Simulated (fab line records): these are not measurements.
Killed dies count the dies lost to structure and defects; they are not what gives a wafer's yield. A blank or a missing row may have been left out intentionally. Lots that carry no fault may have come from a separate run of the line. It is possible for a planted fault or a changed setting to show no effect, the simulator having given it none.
A struck lot beside a sound one / flow sky130 / 16 steps out of a route of 708
Sound: wafers L970.2, L970.5, L970.6. Wafers L978.1, L978.4, L978.6 were the ones struck. The cause is given at the end.
For every step that has rows: the tool of each side, followed by ch and its chambers, followed by its first start. Under that, the readings that differ: sound wafers / struck wafers / difference of the means / sigmas: that difference in standard deviations of wafers without a fault.
alike: readings whose means differ by less than 2 such deviations, and words and numbers that are the same on both sides. not compared: withheld readings, readings that some wafer has no value for, bounds like >300 that may hide the same value, and numbers for which the record gives no deviation and whose values overlap.
The two part at a step that has a row with sigmas, a row that says differs or no value, or rows on one side only. Numbers that have no deviation but don't overlap get no sigmas and don't part them. A reading missing from all wafers of one side parts the sides only when that side holds two or more wafers.

first, 5 steps without rows for these wafers: SKY_POLY_GATE_COAT_08 (resist thk 450 nm); SKY_POLY_GATE_SOFTBAKE_09 (time 90 s); SKY_POLY_GATE_EXPOSE_10 (exposes mask P1M, target cd 150 nm); SKY_POLY_GATE_PEB_11; SKY_POLY_GATE_DEVELOP_12 (develop time 60 s).
SKY_POLY_GATE_CD_MEAS_13: target cd 150 nm.
  sound on cd sem-02, day 20 14:16; struck on cd sem-02, day 23 13:52
  alike: cd nm
SKY_POLY_GATE_OVL_MEAS_14:
  sound on overlay-02, day 20 14:22; struck on overlay-02, day 23 13:59
reading=POLY_GATE_OVL (nm); sound=9 9 3; struck=-3 -13 -1; difference=-13; sigmas=-2
SKY_POLY_GATE_ETCH_15: etches BARC in N2/H2, stops on SiO2, time 118.5 s, target depth 110 nm.
  sound on rie diel-02 ch 1,3, day 20 14:24; struck on rie diel-01 ch 1,3, day 23 14:01
  alike: drypump motor current A, oes product au, throttle valve pct
  not compared: rf hours counter h
SKY_POLY_GATE_ETCH_16: etches Si3N4 in CH3F/O2, stops on poly-Si, time 147.5 s, target depth 75 nm.
  sound on rie diel-02 ch 1,3, day 20 14:29; struck on rie diel-01 ch 1,3, day 23 14:06
  alike: drypump motor current A, oes product au, throttle valve pct
  not compared: rf hours counter h
SKY_POLY_GATE_ETCH_17: etches poly-Si in HBr/Cl2, stops on SiO2, target depth 180 nm, time 70.5 s.
  sound on rie si-01 ch 0,1,2, day 20 14:35; struck on rie si-01 ch 0,2,3, day 23 14:12
  alike: HBr_flow_sccm, drypump motor current A, oes product au, throttle valve pct
  not compared: rf hours counter h
SKY_POLY_GATE_STRIP_18: strips in O2/N2.
  sound on plasma asher-02 ch 0,1, day 20 14:38; struck on plasma asher-04 ch 0,1, day 23 14:15
  alike: drypump motor current A, oes product au, strip time to endpoint s
  not compared: rf hours counter h
then, 1 step without rows for these wafers: SKY_POLY_GATE_CLEAN_19 (cleans in SC1/SC2, time 150 s).
SKY_POLY_GATE_OXIDATION_20: stabilise 600 s, purge 300 s, target thk 4 nm.
  sound on furnace-02 ch 0, day 20 15:50; struck on furnace-02 ch 0, day 23 14:59
reading=spike tc bottom C (C); sound=867.6 866.5 867.9; struck=873.4 873.0 873.8; difference=+6.1; sigmas=+6
reading=spike tc centre C (C); sound=851.0 852.6 848.5; struck=857.5 856.4 855.1; difference=+5.6; sigmas=+5
reading=spike tc lower C (C); sound=851.6 849.1 851.5; struck=858.1 858.2 857.8; difference=+7.3; sigmas=+6
reading=spike tc top C (C); sound=861 860 861; struck=868 868 869; difference=+8; sigmas=+2
reading=spike tc upper C (C); sound=850.1 850.6 848.4; struck=857.2 856.9 857.1; difference=+7.4; sigmas=+8
reading=tube center temp C (C); sound=849.94 849.9 849.99; struck=856.88 856.85 856.98; difference=+6.96; sigmas=+95
reading=tube_center_temp_C_max; sound=851.9 852.0 853.0; struck=858.7 858.8 859.1; difference=+6.6; sigmas=+17
reading=model.SiO2_of_POLY_GATE_OXIDATION_20.thk nm (nm); sound=3.969 3.923 3.932; struck=4.341 4.292 4.388; difference=+0.399; sigmas=
SKY_POLY_GATE_THK_MEAS_21:
  sound on film metro-02, day 20 17:06; struck on film metro-02, day 23 16:14
reading=POLY_GATE_OXIDATION_THK (nm); sound=3.99 3.90 3.92; struck=4.36 4.25 4.37; difference=+0.39; sigmas=+5
SKY_POLY_GATE_CD_MEAS_22:
  sound on cd sem-01, day 20 17:11; struck on cd sem-02, day 23 16:17
  alike: cd nm
-- a jump in the record: the struck wafers' starts before and after are 27 days apart (it breaks off in module POLY_GATE and resumes in module PAD_OPEN, where the first step shown is number 708 of the route) --
SKY_PAD_OPEN_PROBE_99:
  sound on prober-02, day 48 13:40; struck on prober-02, day 50 11:29
reading=model.etest.tip n.rs ohm sq; sound=443.7 440.7 441.1; struck=455.7 457.7 457.4; difference=+15.1; sigmas=
  alike: killed_at_M0_to_M3, killed_at_M4_up, killed at contacts, killed at front end, killed at other, killed dies, killed on rim, killed open, killed short

WHERE THEY PART
At SKY_POLY_GATE_OVL_MEAS_14 first; at SKY_POLY_GATE_THK_MEAS_21 last (within this record only). Later steps at which nothing parts them and some readings are alike: SKY_POLY_GATE_CD_MEAS_22, SKY_PAD_OPEN_PROBE_99.

WHY: what had been put in by the simulator
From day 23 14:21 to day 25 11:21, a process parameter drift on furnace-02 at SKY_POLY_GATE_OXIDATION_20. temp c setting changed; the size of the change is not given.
